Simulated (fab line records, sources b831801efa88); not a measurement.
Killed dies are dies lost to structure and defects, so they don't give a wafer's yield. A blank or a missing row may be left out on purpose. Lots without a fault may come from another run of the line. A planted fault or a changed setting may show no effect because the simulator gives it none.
Chamber matching | flow sky130 | SKY_CONTACT_ETCH_17 on rie_diel-04: 4 sister chambers
The step etches SiO2 in C4F8/O2/Ar, stops on Si3N4, target depth 340 nm. 8 wafers are shown with their chamber, then 7 later ones without.

WAFERS WITH THEIR CHAMBER
wafer  | chamber | oes_product_au (a.u.)
L974.6 | 0       | 0.901
L980.3 | 2       | 0.890
L980.4 | 3       | 0.892
L985.1 | 2       | 0.902
L985.3 | 3       | 0.886
L985.6 | 1       | 0.890
L986.1 | 1       | 0.891
L986.4 | 0       | 0.895

WAFERS WITHOUT THEIR CHAMBER
wafer  | oes_product_au (a.u.)
L986.6 | 0.892
L993.2 | 0.893
L993.3 | 0.897
L993.5 | 0.893
L994.1 | 0.889
L994.3 | 0.895
L994.5 | 0.898

WHICH CHAMBER EACH WENT THROUGH
wafer  | from the rows above               | in truth
L986.6 | can't be placed: 1 or 3 or 2 or 0 | 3
L993.2 | can't be placed: 1 or 2 or 3 or 0 | 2
L993.3 | can't be placed: 0 or 2 or 1 or 3 | 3
L993.5 | can't be placed: 1 or 2 or 3 or 0 | 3
L994.1 | can't be placed: 3 or 1 or 2 or 0 | 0
L994.3 | can't be placed: 2 or 0 or 1 or 3 | 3
L994.5 | can't be placed: 0 or 2 or 1 or 3 | 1
Placed correctly: 0 of 7. Can't be placed from these rows: 7 (the true chamber is among the candidates in 7). Placed wrongly: 0.
How it was worked out, from the rows above alone: a wafer's distance from a chamber is the root of the sum, over the readings, of the square of ((its reading less the chamber's mean) divided by the reading's scatter). The wafer belongs to the nearest chamber; if the next one is less than 2 further off, it can't be placed. A chamber's mean is the mean of its shown wafers. The scatter: the root of (the sum of the squares of (reading less its chamber's mean) over the shown wafers, divided by (wafers less chambers)).
